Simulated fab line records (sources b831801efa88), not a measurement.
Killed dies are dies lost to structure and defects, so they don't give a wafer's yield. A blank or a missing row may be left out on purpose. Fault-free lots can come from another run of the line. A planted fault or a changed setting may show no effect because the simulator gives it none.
fab line records | flow sky130
[record] lots = 6 wafers = 18 last_day = 50
route steps=708 shown PWDE@52 NWELL@56 PAD_OPEN@708
lots that met no fault: from a run of the same line without faults
start_h: the number of hours between the record's first day and the start of the first shown wafer of the lot | wait_h: hours from the lot's prior step to this one | " as in the row above | L1.1+2: one row covering several wafers at once | - either no value or no given start | * or withheld: withheld | < > ~ a bound
route shown NAME@n: NAME is a module with steps in the file, n the number in the route of the first one | usual: mean/standard deviation of fault-free wafers | same: alike in all rows | chamber/n: place in a boat | sites: per-site readings | _std_site: the standard deviation of these | _edge_site: the outer-site mean with the inner-site mean subtracted | radius_mm: for every site, how far away it sits from the centre of the wafer | mask NAME#n: copy n | behind: the tool/chamber that last shaped the wafer | hold: the reason the lot was held/the length of the hold in hours/how it ended | device: whichever transistor did not switch (one of n, p or np) | end of line: at the end of the route, the tests of the same wafers | where a step has no rows: the recipe by itself | killed: dies that structure and defects cost at the first sort, which is not the same as the wafer's yield | map: per-die view of a wafer (x killed, . not killed, _ where there is no die)
set.NAME: the run value of the setting; set.NAME@STEP: its run value at that earlier step | model.NAME: the simulator's own value behind a step, which no gauge read
lots seen at some steps along the route; tables by step, rows by wafer
services: when a tool's chamber went out of use (start_h, in hours from the record's first day, below 0 if earlier), for how many hours, and the reason
[[steps]]
[step SKY_PWDE_OVL_MEAS_07]
[usual] PWDE_OVL = 0.0/1.3
// columns lot.wafer tool chamber start_h wait_h PWDE_OVL[nm]
L163.1 overlay-01 - 72.95 - 1.0
L163.2 " - " " 0.1
L163.5 " - " " -1.3
L166.1 overlay-02 - 85.34 - 0.5
L166.3 " - " " 0.8
L166.6 " - " " 0.1
L169.2 overlay-01 - 102.85 - 0.9
L169.3 " - " " 1.1
L169.6 " - " " -0.7
L170.2 overlay-02 - 107.35 - 0.7
L170.3 " - " " -0.2
L170.4 " - " " 0.3
L181.1 overlay-01 - 169.84 - 0.0
L181.4 " - " " 0.1
L181.6 " - " " -0.9
L184.2 overlay-01 - 186.55 - 0.4
L184.5 " - " " 0.1
L184.6 " - " " 1.1
[step SKY_PWDE_IMPLANT_08]
[recipe] species = B energy_kev = 150 dose_cm2 = 3.6e+12 tilt_deg = withheld
[step SKY_PWDE_STRIP_09]
[recipe] chemistry = O2/N2 power_w = 1400 pressure_mtorr = 1500 platen_temp_c = withheld o2_flow_sccm = 3000 n2_flow_sccm = 300 overash_fraction = 0.5
[usual] chamber_pressure_mTorr = 1500.1/1.3 drypump_motor_current_A = 5.93/0.26 oes_product_au = 0.722/0.0046 strip_time_to_endpoint_s = 36.91/0.11
// columns lot.wafer tool chamber start_h wait_h chamber_pressure_mTorr drypump_motor_current_A oes_product_au rf_hours_counter_h strip_time_to_endpoint_s
L163.1 plasma_asher-04 0 73.13 0.1 1501.7 5.75 0.722 40 36.98
L163.2 " 1 " " 1500.8 5.75 0.725 40 37.08
L163.5 " 1 " " 1500.8 5.76 0.723 - 36.98
L166.1 plasma_asher-01 0 85.68 0.2 1498.5 6.11 0.713 43 36.68
L166.3 " 0 " " 1502.4 6.11 0.715 - 36.67
L166.6 " 1 " " 1500.2 5.93 0.716 - 36.73
L169.2 plasma_asher-01 0 103.03 0.1 1501.0 6.10 0.722 45 36.88
L169.3 " 0 " " 1499.2 6.12 0.722 - 36.93
L169.6 " 0 " " 1501.5 6.10 0.720 - 36.90
L170.2 plasma_asher-01 1 107.53 0.1 1497.6 5.91 0.728 46 36.85
L170.3 " 1 " " 1500.3 5.92 0.727 - 36.99
L170.4 " 0 " " 1497.8 6.13 0.724 - 37.04
L181.1 plasma_asher-01 1 170.03 0.1 1501.6 5.91 0.725 52 37.02
L181.4 " 0 " " 1500.0 6.11 0.722 - 36.94
L181.6 " 1 " " 1500.3 5.92 0.726 - 36.99
L184.2 plasma_asher-04 0 186.73 0.1 1500.1 5.77 0.725 6 36.93
L184.5 " 0 " " 1498.3 5.75 0.714 - 36.98
L184.6 " 1 " " 1502.0 5.68 0.724 - 37.09
[step SKY_PWDE_TW_MEAS_10]
[usual] PWDE_TW = 375.7/3
// columns lot.wafer tool chamber start_h wait_h PWDE_TW
L163.1 film_metro-01 - 73.23 0.1 373.3
L163.2 " - " " 371.7
L163.5 " - " " 371.6
L166.1 film_metro-03 - 85.78 0.1 381.7
L166.3 " - " " 379.7
L166.6 " - " " 378.8
L169.2 film_metro-01 - 103.14 0.1 374.9
L169.3 " - " " 376.5
L169.6 " - " " 373.8
L170.2 film_metro-01 - 107.64 0.1 373.5
L170.3 " - " " 374.1
L170.4 " - " " 375.0
L181.1 film_metro-01 - 170.13 0.1 371.9
L181.4 " - " " 372.9
L181.6 " - " " 371.3
L184.2 film_metro-01 - 186.84 0.1 372.5
L184.5 " - " " 371.3
L184.6 " - " " 372.6
[step SKY_NWELL_DEHYDRATE_03]
[recipe] temp_c = 200 time_s = 60
[step SKY_NWELL_HMDS_04]
[recipe] prime_time_s = 60 prime_temp_c = 120
[step SKY_NWELL_COAT_05]
[recipe] spin_rpm = 2000 resist_thk_nm = 3000
[step SKY_NWELL_SOFTBAKE_06]
[recipe] temp_c = 110 time_s = withheld
[step SKY_NWELL_EXPOSE_07]
[recipe] mask_id = NWM na = 0.6 source_shape = conventional sigma_outer = 0.6 polarization = unpolarized target_cd_nm = 840 dose_mj = 255
[step SKY_NWELL_PEB_08]
[recipe] temp_c = 115 time_s = withheld
[step SKY_NWELL_DEVELOP_09]
[recipe] wall_angle_deg = 90 developer = TMAH develop_time_s = 60 dev_temp_c = 23
[step SKY_NWELL_OVL_MEAS_10]
[usual] NWELL_00_OVL = -0.1/1.2
// columns lot.wafer tool chamber start_h wait_h NWELL_00_OVL[nm]
L163.1 overlay-02 - 90.08 - 0.3
L163.2 " - " " 2.1
L163.5 " - " " 0.2
L166.1 overlay-02 - 103.45 - 0.8
L166.3 " - " " 1.6
L166.6 " - " " 0.6
L169.2 overlay-01 - 120.91 - -1.0
L169.3 " - " " 0.2
L169.6 " - " " 0.1
L170.2 overlay-01 - 125.69 - 0.0
L170.3 " - " " 0.5
L170.4 " - " " 0.1
L181.1 overlay-01 - 190.45 - -0.9
L181.4 " - " " -0.8
L181.6 " - " " -1.6
L184.2 overlay-02 - 208.65 - -0.4
L184.5 " - " " -0.4
L184.6 " - " " -1.1
[step SKY_NWELL_IMPLANT_11]
[recipe] species = P energy_kev = 400 dose_cm2 = 1.9e+13 tilt_deg = withheld
[usual] beam_energy_keV = 399.99/0.11 beam_on_s = 9.98/0.21 faraday_current_uA = 107.3/2.3
[same] implant_ion_amu = 31
// columns lot.wafer tool chamber start_h wait_h beam_energy_keV beam_on_s faraday_current_uA
L163.1 implanter-02 0 90.12 0.0 399.90 10.30 104.2
L163.2 " 0 " " 399.72 9.96 107.7
L163.5 " 0 " " 399.86 9.89 107.5
L166.1 implanter-02 0 103.49 0.0 400.19 7.96 134.8
L166.3 " 0 " " 400.01 7.57 141.3
L166.6 " 0 " " 399.90 7.57 141.9
L169.2 implanter-02 0 120.96 0.0 399.81 8.06 132.4
L169.3 " 0 " " 399.90 7.52 142.4
L169.6 " 0 " " 400.12 7.79 137.2
L170.2 implanter-04 0 125.74 0.0 399.94 9.69 110.7
L170.3 " 0 " " 399.93 9.92 107.6
L170.4 " 0 " " 399.89 9.74 110.3
L181.1 implanter-03 0 190.48 0.0 399.91 10.10 106.2
L181.4 " 0 " " 399.93 9.75 110.1
L181.6 " 0 " " 399.78 9.77 109.9
L184.2 implanter-04 0 208.71 0.0 400.13 10.40 102.8
L184.5 " 0 " " 400.19 10.13 106.2
L184.6 " 0 " " 400.03 10.02 106.9
[step SKY_NWELL_IMPLANT_12]
[recipe] species = P energy_kev = 120 dose_cm2 = 1.3e+12 tilt_deg = withheld
[step SKY_NWELL_IMPLANT_13]
[recipe] species = P energy_kev = 50 dose_cm2 = 7e+11 tilt_deg = withheld
[step SKY_NWELL_STRIP_14]
[recipe] chemistry = O2/N2 power_w = 1400 pressure_mtorr = 1500 platen_temp_c = withheld o2_flow_sccm = 3000 n2_flow_sccm = 300 overash_fraction = 0.5
[usual] chamber_pressure_mTorr = 1500.1/1.4 drypump_motor_current_A = 5.7/0.33 oes_product_au = 0.722/0.0045 strip_time_to_endpoint_s = 36.93/0.11
// columns lot.wafer tool chamber start_h wait_h chamber_pressure_mTorr drypump_motor_current_A oes_product_au rf_hours_counter_h strip_time_to_endpoint_s
L163.1 plasma_asher-01 1 90.57 0.1 1503.0 5.9 0.716 43 36.82
L163.2 " 0 " " 1501.8 6.1 0.720 43 36.90
L163.5 " 0 " " 1498.7 6.1 0.725 - 36.92
L166.1 plasma_asher-01 1 103.94 0.1 1502.5 5.9 0.731 45 36.79
L166.3 " 0 " " 1498.7 6.1 0.733 - 36.85
L166.6 " 0 " " 1498.8 6.1 0.720 - 36.70
L169.2 plasma_asher-03 0 121.39 0.1 1499.2 5.3 0.719 28 36.99
L169.3 " 0 " " 1501.4 5.3 0.715 - 36.87
L169.6 " 1 " " 1502.8 5.2 0.730 - 36.90
L170.2 plasma_asher-01 0 126.17 0.1 1499.3 6.1 0.724 48 36.93
L170.3 " 1 " " 1500.1 5.9 0.721 - 36.95
L170.4 " 0 " " 1500.8 6.1 0.717 - 36.93
L181.1 plasma_asher-04 1 190.93 0.1 1500.2 5.8 0.727 7 36.90
L181.4 " 0 " " 1504.2 5.8 0.723 - 36.89
L181.6 " 0 " " 1499.0 5.8 0.715 - 36.90
L184.2 plasma_asher-01 0 209.13 0.1 1499.0 6.1 0.715 55 36.82
L184.5 " 1 " " 1498.9 5.9 0.721 - 36.87
L184.6 " 0 " " 1501.1 6.1 0.722 - 36.86
[step SKY_NWELL_TW_MEAS_15]
[usual] NWELL_TW = 1828/16
// columns lot.wafer tool chamber start_h wait_h NWELL_TW
L163.1 film_metro-01 - 90.67 0.1 1810
L163.2 " - " " 1810
L163.5 " - " " 1817
L166.1 film_metro-03 - 104.04 0.1 1708
L166.3 " - " " 1702
L166.6 " - " " 1711
L169.2 film_metro-02 - 121.50 0.1 1678
L169.3 " - " " 1693
L169.6 " - " " 1681
L170.2 film_metro-03 - 126.28 0.1 1848
L170.3 " - " " 1843
L170.4 " - " " 1841
L181.1 film_metro-02 - 191.03 0.1 1809
L181.4 " - " " 1811
L181.6 " - " " 1821
L184.2 film_metro-02 - 209.24 0.1 1821
L184.5 " - " " 1820
L184.6 " - " " 1818
[step SKY_NWELL_DEHYDRATE_16]
[recipe] temp_c = 200 time_s = 60
[step SKY_NWELL_HMDS_17]
[recipe] prime_time_s = 60 prime_temp_c = 120
[step SKY_NWELL_COAT_18]
[recipe] spin_rpm = 2000 resist_thk_nm = 3000
[step SKY_NWELL_SOFTBAKE_19]
[recipe] temp_c = 110 time_s = withheld
[step SKY_NWELL_EXPOSE_20]
[recipe] mask_id = NWM_COMPLEMENT na = 0.6 source_shape = conventional sigma_outer = 0.6 polarization = unpolarized target_cd_nm = 840 dose_mj = 260
[step SKY_NWELL_PEB_21]
[recipe] temp_c = 115 time_s = withheld
[step SKY_NWELL_DEVELOP_22]
[recipe] wall_angle_deg = 90 developer = TMAH develop_time_s = 60 dev_temp_c = 23
[step SKY_NWELL_OVL_MEAS_23]
[usual] NWELL_01_OVL = 0.8/1.2
// columns lot.wafer tool chamber start_h wait_h NWELL_01_OVL[nm]
L163.1 overlay-01 - 107.55 - 1.0
L163.2 " - " " 0.6
L163.5 " - " " 0.1
L166.1 overlay-02 - 121.55 - -0.8
L166.3 " - " " 0.0
L166.6 " - " " 0.5
L169.2 overlay-02 - 140.79 - 2.0
L169.3 " - " " 3.5
L169.6 " - " " 3.9
L170.2 overlay-02 - 146.16 - 0.1
L170.3 " - " " 2.1
L170.4 " - " " 2.1
L181.1 overlay-01 - 211.90 - 0.7
L181.4 " - " " 1.9
L181.6 " - " " -0.5
L184.2 overlay-01 - 229.60 - -0.4
L184.5 " - " " 2.5
L184.6 " - " " 1.9
[step SKY_NWELL_IMPLANT_24]
[recipe] species = B energy_kev = 140 dose_cm2 = 9.2e+12 tilt_deg = withheld
[step SKY_NWELL_STRIP_25]
[recipe] chemistry = O2/N2 power_w = 1400 pressure_mtorr = 1500 platen_temp_c = withheld o2_flow_sccm = 3000 n2_flow_sccm = 300 overash_fraction = 0.5
[usual] chamber_pressure_mTorr = 1500.0/1.4 drypump_motor_current_A = 5.7/0.34 oes_product_au = 0.723/0.0038 strip_time_to_endpoint_s = 36.90/0.12
// columns lot.wafer tool chamber start_h wait_h chamber_pressure_mTorr drypump_motor_current_A oes_product_au rf_hours_counter_h strip_time_to_endpoint_s
L163.1 plasma_asher-03 1 107.74 0.1 1502.8 5.2 0.719 26 36.81
L163.2 " 0 " " 1499.4 5.3 0.725 26 36.87
L163.5 " 1 " " 1499.6 5.2 0.730 - 36.89
L166.1 plasma_asher-03 1 121.74 0.1 1499.8 5.2 0.718 28 36.98
L166.3 " 1 " " 1501.0 5.2 0.723 - 37.01
L166.6 " 1 " " 1497.1 5.2 0.720 - 36.91
L169.2 plasma_asher-01 1 140.97 0.1 1501.2 5.9 0.719 49 36.74
L169.3 " 1 " " 1499.4 5.9 0.726 - 36.73
L169.6 " 0 " " 1501.8 6.1 0.719 - 36.73
L170.2 plasma_asher-03 0 146.34 0.1 1500.5 5.3 0.726 31 36.88
L170.3 " 1 " " 1502.6 5.2 0.723 - 36.87
L170.4 " 0 " " 1502.2 5.3 0.728 - 36.84
L181.1 plasma_asher-04 0 212.09 0.1 1501.3 5.8 0.724 8 36.87
L181.4 " 1 " " 1500.4 5.8 0.723 - 36.96
L181.6 " 0 " " 1499.0 5.7 0.720 - 36.95
L184.2 plasma_asher-01 0 231.23 0.1 1501.2 6.1 0.724 58 36.98
L184.5 " 1 " " 1500.6 5.9 0.725 - 37.12
L184.6 " 0 " " 1501.1 6.1 0.732 - 37.06
[step SKY_NWELL_TW_MEAS_26]
[usual] NWELL_2_TW = 499/3.7
// columns lot.wafer tool chamber start_h wait_h NWELL_2_TW
L163.1 film_metro-03 - 107.84 0.1 507
L163.2 " - " " 501
L163.5 " - " " 501
L166.1 film_metro-03 - 121.84 0.1 507
L166.3 " - " " 505
L166.6 " - " " 506
L169.2 film_metro-01 - 141.08 0.1 492
L169.3 " - " " 492
L169.6 " - " " 493
L170.2 film_metro-01 - 146.45 0.1 494
L170.3 " - " " 495
L170.4 " - " " 496
L181.1 film_metro-01 - 212.19 0.1 496
L181.4 " - " " 498
L181.6 " - " " 496
L184.2 film_metro-01 - 231.34 0.1 498
L184.5 " - " " 498
L184.6 " - " " 499
[step SKY_NWELL_CLEAN_27]
[recipe] chemistry = SC1/SC2 mix = 1:4:20 temp_c = 70 time_s = 150 dry = n2_spin
[step SKY_NWELL_RTA_28]
[recipe] temp_c = 1050 time_s = 30 idle_temp_c = 650 ramp_up_c_per_s = 150 ramp_down_c_per_s = 90 ambient = N2
[usual] lamp_power_pct = 25.30/0.056 ramp_down_c_per_s = 90.001/0.017 wafer_temp_C_max = 1054.9/0.9
// columns lot.wafer tool chamber start_h wait_h lamp_power_pct ramp_down_c_per_s wafer_temp_C_max
L163.1 rtp_anneal-02 0 107.95 0.0 25.28 89.994 1055.9
L163.2 " 0 " " 25.30 90.011 1054.8
L163.5 " 0 " " 25.33 89.946 1054.0
L166.1 rtp_anneal-02 0 121.95 0.0 25.28 90.009 1053.8
L166.3 " 0 " " 25.34 89.999 1054.7
L166.6 " 0 " " 25.23 90.022 1053.9
L169.2 rtp_anneal-02 0 141.19 0.0 25.29 89.990 1055.1
L169.3 " 0 " " 25.20 90.005 1054.8
L169.6 " 0 " " 25.35 89.999 1055.5
L170.2 rtp_anneal-02 0 146.56 0.0 25.28 89.983 1054.8
L170.3 " 0 " " 25.34 90.000 1054.4
L170.4 " 0 " " 25.31 89.982 1054.9
L181.1 rtp_anneal-02 0 212.30 0.0 25.31 90.017 1054.8
L181.4 " 0 " " 25.28 89.984 1054.1
L181.6 " 0 " " 25.38 90.005 1054.9
L184.2 rtp_anneal-02 0 231.46 0.0 25.27 90.004 1054.7
L184.5 " 0 " " 25.20 90.002 1055.0
L184.6 " 0 " " 25.36 90.007 1054.6
[step SKY_NWELL_RS_MEAS_29]
[recipe] thk_meas_gauge = four-point-probe
[usual] NWELL_RS = 625.2/1.7
// columns lot.wafer tool chamber start_h wait_h NWELL_RS[ohm/sq]
L163.1 film_metro-02 - 108.05 0.1 625.3
L163.2 " - " " 625.9
L163.5 " - " " 626.5
L166.1 film_metro-01 - 122.05 0.1 717.6
L166.3 " - " " 719.5
L166.6 " - " " 716.4
L169.2 film_metro-03 - 141.30 0.1 715.2
L169.3 " - " " 714.5
L169.6 " - " " 714.6
L170.2 film_metro-03 - 146.67 0.1 625.9
L170.3 " - " " 626.1
L170.4 " - " " 626.2
L181.1 film_metro-03 - 212.40 0.1 626.9
L181.4 " - " " 623.4
L181.6 " - " " 624.1
L184.2 film_metro-01 - 231.56 0.1 623.2
L184.5 " - " " 620.8
L184.6 " - " " 624.6
[step SKY_PAD_OPEN_PROBE_99]
[usual] killed_at_M0_to_M3 = 43/8 killed_at_M4_up = 2.9/1.6 killed_at_contacts = 26/5.2 killed_at_front_end = 15/4.3 killed_at_other = 0.3/0.56 killed_dies = 87/10 killed_open = 48/6.9 killed_short = 40/6.5
[same] gross_dies = 492 killed_at_back_side = 0
// columns lot.wafer tool chamber start_h wait_h killed_at_M0_to_M3 killed_at_M4_up killed_at_contacts killed_at_front_end killed_at_other killed_dies killed_open killed_short model.etest.nfet_16v.r_on_ohm_um model.etest.res_nwell.line_ohm_um model.etest.res_nwell.rs_ohm_sq model.etest.tip_p_5v.rs_ohm_sq model.etest.res_iso_pwell.width_nm model.etest.res_nwell.width_nm model.etest.pfet_16v.drive_ua_um model.etest.field_p.vt_v
L163.1 prober-02 - 1080.05 0.1 50 4 27 18 1 100 55 45 1.422e+04 1057 887.9 2805 2660 838.4 253 -38.84
L163.2 prober-02 - 1080.10 0.1 41 3 23 18 0 85 50 35 1.411e+04 1066 885.4 2831 2652 843.4 256.2 -38.72
L163.5 prober-02 - 1080.25 0.2 40 2 28 9 0 79 50 29 1.421e+04 1068 900.6 2825 2643 845.4 251.9 -39.53
L166.1 prober-01 - 1092.11 0.1 49 2 30 11 0 92 58 34 1.499e+04 1434 1163 2837 2668 811.8 256.2 -37.6
L166.3 prober-01 - 1092.21 0.2 40 2 32 15 0 89 49 40 1.506e+04 1424 1170 2826 2661 813.9 256.4 -37.91
L166.6 prober-01 - 1092.36 0.2 32 2 31 19 0 84 48 36 1.508e+04 1431 1165 2807 2683 814 254 -38.06
L169.2 prober-01 - 1111.51 0.1 46 4 27 21 0 98 47 51 1.508e+04 1236 1034 2764 2652 836.7 261.5 -34.35
L169.3 prober-01 - 1111.56 0.2 51 3 24 7 0 85 43 42 1.53e+04 1237 1034 2784 2650 836.3 259.2 -34.31
L169.6 prober-01 - 1111.71 0.2 46 4 28 12 0 90 46 44 1.535e+04 1246 1040 2768 2646 835.2 258.3 -34.09
L170.2 prober-02 - 1127.16 0.1 40 1 24 24 0 89 47 42 1.412e+04 1168 979.4 2871 2645 842.1 241.8 -42.23
L170.3 prober-02 - 1127.21 0.2 40 4 32 25 0 101 57 44 1.394e+04 1174 1007 2851 2636 848.4 241.2 -42.97
L170.4 prober-02 - 1127.26 0.2 45 2 24 25 1 97 51 46 1.41e+04 1172 982.6 2855 2653 839.6 242.9 -42.02
L181.1 prober-01 - 1177.92 0.1 38 7 26 11 0 82 43 39 1.41e+04 1116 947.4 2888 2645 832.2 246.6 -41.1
L181.4 prober-01 - 1178.07 0.2 38 3 30 12 0 83 46 37 1.418e+04 1129 938.9 2878 2626 839.6 248.1 -41.19
L181.6 prober-01 - 1178.17 0.2 40 1 22 12 0 75 42 33 1.42e+04 1160 963.2 2860 2647 838.5 241.9 -42.4
L184.2 prober-02 - 1188.16 0.1 46 0 17 20 0 83 50 33 1.37e+04 1136 950 2835 2653 841.6 248.7 -41.85
L184.5 prober-02 - 1188.31 0.2 42 3 27 10 0 82 48 34 1.402e+04 1109 931 2858 2646 836 244.1 -40.89
L184.6 prober-02 - 1188.36 0.2 55 4 22 16 0 97 57 40 1.389e+04 1116 940.7 2845 2637 834.1 246.8 -41.47
// killed by level:class
L163.1 LI_CONTACT:geometric_particle:open=10 VIA2:geometric_particle:open=9 FIELD_ISO:geometric_particle:open=8 CONTACT:geometric_particle:open=7 VIA1:geometric_particle:open=7 METAL3:geometric_particle:short=7 CONTACT:geometric_particle:short=6 METAL1:geometric_particle:short=6
L163.2 VIA1:geometric_particle:open=16 CONTACT:geometric_particle:open=11 VIA3:geometric_particle:open=9 FIELD_ISO:geometric_particle:short=6 FIELD_ISO:geometric_particle:open=5 CONTACT:geometric_particle:short=5 LOCAL_INTERCONNECT:geometric_particle:short=5 POLY_GATE:geometric_particle:short=3
L163.5 VIA1:geometric_particle:open=13 LI_CONTACT:geometric_particle:open=10 CONTACT:geometric_particle:open=6 LOCAL_INTERCONNECT:geometric_particle:short=4 CONTACT:geometric_particle:short=4 METAL1:geometric_particle:short=4 METAL2:geometric_particle:short=4 VIA2:geometric_particle:open=4
L166.1 VIA1:geometric_particle:open=11 VIA2:geometric_particle:open=10 LI_CONTACT:geometric_particle:open=9 CONTACT:geometric_particle:open=8 METAL2:geometric_particle:short=6 LOCAL_INTERCONNECT:geometric_particle:short=5 VIA3:geometric_particle:open=5 FIELD_ISO:geometric_particle:short=4
L166.3 VIA1:geometric_particle:open=16 CONTACT:geometric_particle:open=11 CONTACT:geometric_particle:short=7 LOCAL_INTERCONNECT:geometric_particle:short=6 METAL2:geometric_particle:short=6 FIELD_ISO:geometric_particle:short=5 LI_CONTACT:geometric_particle:open=5 METAL1:geometric_particle:short=5
L166.6 LI_CONTACT:geometric_particle:open=12 VIA1:geometric_particle:open=10 CONTACT:geometric_particle:open=8 POLY_GATE:geometric_particle:open=6 METAL1:geometric_particle:short=6 POLY_GATE:geometric_particle:short=5 CONTACT:geometric_particle:short=4 LI_CONTACT:geometric_particle:short=4
L169.2 CONTACT:geometric_particle:open=11 FIELD_ISO:geometric_particle:short=9 CONTACT:geometric_particle:short=7 METAL1:geometric_particle:short=7 VIA2:geometric_particle:open=7 POLY_GATE:geometric_particle:open=5 VIA1:geometric_particle:open=5 LI_CONTACT:geometric_particle:open=4
L169.3 CONTACT:geometric_particle:open=11 METAL1:geometric_particle:short=7 VIA1:geometric_particle:short=7 VIA3:geometric_particle:open=7 VIA1:geometric_particle:open=6 LI_CONTACT:geometric_particle:open=5 METAL2:geometric_particle:short=5 METAL3:geometric_particle:short=5
L169.6 CONTACT:geometric_particle:open=12 VIA2:geometric_particle:open=8 LI_CONTACT:geometric_particle:open=7 VIA1:geometric_particle:open=6 METAL1:geometric_particle:short=6 VIA3:geometric_particle:short=6 METAL2:geometric_particle:short=5 METAL3:geometric_particle:short=5
L170.2 FIELD_ISO:geometric_particle:open=12 VIA2:geometric_particle:open=7 CONTACT:geometric_particle:short=7 VIA3:geometric_particle:open=7 VIA1:geometric_particle:open=6 LI_CONTACT:geometric_particle:short=6 CONTACT:geometric_particle:open=6 VIA1:geometric_particle:short=6
L170.3 VIA1:geometric_particle:open=10 CONTACT:geometric_particle:open=10 VIA3:geometric_particle:open=9 FIELD_ISO:geometric_particle:short=7 LOCAL_INTERCONNECT:geometric_particle:short=7 VIA2:geometric_particle:open=7 POLY_GATE:geometric_particle:short=6 LI_CONTACT:geometric_particle:open=6
L170.4 VIA1:geometric_particle:open=10 VIA3:geometric_particle:open=9 FIELD_ISO:geometric_particle:short=8 VIA1:geometric_particle:short=8 CONTACT:geometric_particle:open=8 FIELD_ISO:geometric_particle:open=7 LI_CONTACT:geometric_particle:open=7 POLY_GATE:geometric_particle:short=5
L181.1 CONTACT:geometric_particle:open=12 VIA1:geometric_particle:open=7 METAL2:geometric_particle:short=7 METAL4:geometric_particle:short=6 FIELD_ISO:geometric_particle:open=5 VIA3:geometric_particle:open=5 LI_CONTACT:geometric_particle:open=4 CONTACT:geometric_particle:short=4
L181.4 CONTACT:geometric_particle:open=18 VIA3:geometric_particle:open=7 METAL2:geometric_particle:short=6 FIELD_ISO:geometric_particle:open=5 VIA1:geometric_particle:open=5 METAL3:geometric_particle:short=5 LI_CONTACT:geometric_particle:open=4 CONTACT:geometric_particle:short=4
L181.6 VIA1:geometric_particle:open=12 CONTACT:geometric_particle:open=8 METAL2:geometric_particle:short=8 CONTACT:geometric_particle:short=6 VIA2:geometric_particle:open=6 FIELD_ISO:geometric_particle:short=5 LI_CONTACT:geometric_particle:open=5 METAL2:geometric_particle:open=4
L184.2 VIA1:geometric_particle:open=13 VIA3:geometric_particle:open=8 FIELD_ISO:geometric_particle:open=7 CONTACT:geometric_particle:open=7 METAL1:geometric_particle:short=6 FIELD_ISO:geometric_particle:short=4 POLY_GATE:geometric_particle:short=4 POLY_GATE:geometric_particle:open=3
L184.5 VIA1:geometric_particle:open=10 LI_CONTACT:geometric_particle:open=9 CONTACT:geometric_particle:open=7 VIA3:geometric_particle:open=7 VIA1:geometric_particle:short=6 FIELD_ISO:geometric_particle:short=4 LI_CONTACT:geometric_particle:short=4 METAL1:geometric_particle:short=4
L184.6 CONTACT:geometric_particle:open=11 METAL1:geometric_particle:short=11 VIA3:geometric_particle:open=9 VIA2:geometric_particle:open=9 VIA1:geometric_particle:open=7 VIA2:geometric_particle:short=7 LI_CONTACT:geometric_particle:open=6 METAL3:geometric_particle:short=4
[[services]]
// columns tool chamber start_h hours kind
plasma_asher-01 - 55.77 0.6 repair
plasma_asher-04 - 77.84 28.1 pm
implanter-03 - 82.65 0.7 repair
plasma_asher-01 - 108.12 3.6 repair
plasma_asher-04 - 108.75 9.0 pm
plasma_asher-04 0 108.75 9.0 vent_cycle
plasma_asher-04 1 108.75 9.0 vent_cycle
plasma_asher-04 - 111.08 3.7 repair
plasma_asher-04 0 117.75 - clean
plasma_asher-04 1 117.75 - clean
plasma_asher-04 - 119.83 3.0 repair
implanter-02 - 152.21 3.5 repair
implanter-02 - 211.35 4.5 repair
implanter-02 - 215.81 3.2 pm
implanter-02 - 220.33 13.1 pm
implanter-04 - 222.99 20.4 pm
[[key]]
[first_sign] step = SKY_NWELL_IMPLANT_11 reading = faraday_current_uA direction = up sigmas = 14 usual = 107.3 struck = 138.3
[effect] step = SKY_NWELL_IMPLANT_11 reading = beam_on_s direction = down sigmas = 11 usual = 9.98 struck = 7.74
[effect] step = SKY_NWELL_TW_MEAS_15 reading = NWELL_TW direction = down sigmas = 8.3 usual = 1828 struck = 1696
[effect] step = SKY_NWELL_RS_MEAS_29 reading = NWELL_RS direction = up sigmas = 55 usual = 625.2 struck = 716.3
[model_effect] step = SKY_PAD_OPEN_PROBE_99 value = etest.nfet_16v.r_on_ohm_um without = 1.409e+04 struck = 1.514e+04
met_at SKY_NWELL_IMPLANT_11
struck_wafers L166.1,L166.3,L166.6,L169.2,L169.3,L169.6
tester_left_out L166,L169
onset_between 90.12 103.49
[fault] kind = process_parameter_drift tool = implanter-02 chamber = - onset_h = 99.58 steps = SKY_NWELL_IMPLANT_11 channel = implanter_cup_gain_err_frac offset = 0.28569 shape = step end_h = 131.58
// tester_left_out: of these lots the tester's yield and bins aren't shown, on N5 and GAA mostly nor the transistor test; their killed dies are dies lost to structure and defects alone, not to doping, threshold or leakage, so they don't give the yield
